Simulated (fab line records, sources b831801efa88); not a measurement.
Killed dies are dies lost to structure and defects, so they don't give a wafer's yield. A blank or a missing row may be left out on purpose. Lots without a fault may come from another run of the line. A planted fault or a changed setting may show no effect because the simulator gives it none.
Which tool did it? | flow sky130 | 11 lots, 32 wafers sampled, at 2 steps of a route of 708

WHAT THE GAUGES READ, wafer by wafer
SKY_LOCAL_INTERCONNECT_THK_MEAS_02: measures by xrf. Usual: LOCAL_INTERCONNECT_TIN_THK 99.4 nm, standard deviation 0.72.
lot  | measured     | on            | LOCAL_INTERCONNECT_TIN_THK (nm) | flag
L635 | day 29 04:00 | film_metro-03 | 98.7 98.8 98.4                  |
L636 | day 29 11:05 | film_metro-01 | 99.9 98.7 98.1                  |
L637 | day 30 02:34 | film_metro-02 | 98.2 98.4 98.5                  |
L640 | day 30 17:54 | film_metro-02 | 99.4 99.4 99.1                  |
L639 | day 30 18:32 | film_metro-02 | 99.5 100.0 100.1                |
L638 | day 30 19:49 | film_metro-03 | 99.1 99.9                       |
L652 | day 34 21:52 | film_metro-03 | 99.1 99.9 100.1                 |
L654 | day 35 11:31 | film_metro-01 | 98.8 99.7 98.9                  |
L655 | day 35 13:26 | film_metro-02 | 99.1 99.5 99.9                  |
L656 | day 35 14:28 | film_metro-02 | 98.4 99.4 98.5                  |
L657 | day 35 23:04 | film_metro-03 | 99.1 100.4 99.9                 |

WHICH TOOL RAN EACH LOT (tool, then ch and the chambers of the sampled wafers, then the start)
lot  | SKY_LI_CONTACT_STRIP_16
L635 | plasma_asher-03 ch 0,1, day 29 02:37
L636 | plasma_asher-03 ch 0,1, day 29 09:52
L637 | plasma_asher-03 ch 0,1, day 30 01:21
L640 | plasma_asher-03 ch 1, day 30 16:31
L639 | plasma_asher-01 ch 0,1, day 30 17:19
L638 | plasma_asher-03 ch 0,1, day 30 18:38
L652 | plasma_asher-01 ch 0,1, day 34 20:38
L654 | plasma_asher-02 ch 0,1, day 35 10:16
L655 | plasma_asher-03 ch 0,1, day 35 12:11
L656 | plasma_asher-01 ch 0,1, day 35 13:08
L657 | plasma_asher-01 ch 0,1, day 35 21:50
- SKY_LI_CONTACT_STRIP_16: strips in O2/N2.

WHAT THE TOOLS THEMSELVES READ (means of the sampled wafers that have a number; where no wafer has one, the mark that the record gives instead)
SKY_LI_CONTACT_STRIP_16. Usual: drypump_motor_current_A 5.4 A, standard deviation 0.53; oes_product_au 0.375 a.u., standard deviation 0.0042; strip_time_to_endpoint_s 3.488 s, standard deviation 0.026.
lot  | tool            | drypump_motor_current_A (A) | oes_product_au (a.u.) | strip_time_to_endpoint_s (s) | flag
L635 | plasma_asher-03 | 5.4                         | 0.373                 | 3.502                        |
L636 | plasma_asher-03 | 5.3                         | 0.372                 | 3.474                        |
L637 | plasma_asher-03 | 5.4                         | 0.380                 | 3.511                        |
L640 | plasma_asher-03 | 5.0                         | 0.376                 | 3.470                        |
L639 | plasma_asher-01 | 5.8                         | 0.373                 | 3.487                        |
L638 | plasma_asher-03 | 5.5                         | 0.371                 | 3.487                        |
L652 | plasma_asher-01 | 5.8                         | 0.377                 | 3.501                        |
L654 | plasma_asher-02 | 4.8                         | 0.378                 | 3.501                        |
L655 | plasma_asher-03 | 5.8                         | 0.375                 | 3.487                        |
L656 | plasma_asher-01 | 5.8                         | 0.377                 | 3.499                        |
L657 | plasma_asher-01 | 5.8                         | 0.378                 | 3.496                        |

THE ANSWER, worked out from the rows above alone
Rule: a lot is off if the mean of its wafers that have a number lies more than 3 standard deviations from the usual mean. A lot without any number at a reading at which 4 lots or more have one is off too. The other lots that the step has rows for count as sound. The gauges are gone through in route order, then the tools' own readings, and for those a lot's mean is taken as printed above. The first step at which some lot is off is used, and at that step the reading that is off furthest; a lot without a number counts as furthest.
No lot is off at any reading shown: from this, nothing can be told.

WHAT THE SIMULATOR HAD PUT IN
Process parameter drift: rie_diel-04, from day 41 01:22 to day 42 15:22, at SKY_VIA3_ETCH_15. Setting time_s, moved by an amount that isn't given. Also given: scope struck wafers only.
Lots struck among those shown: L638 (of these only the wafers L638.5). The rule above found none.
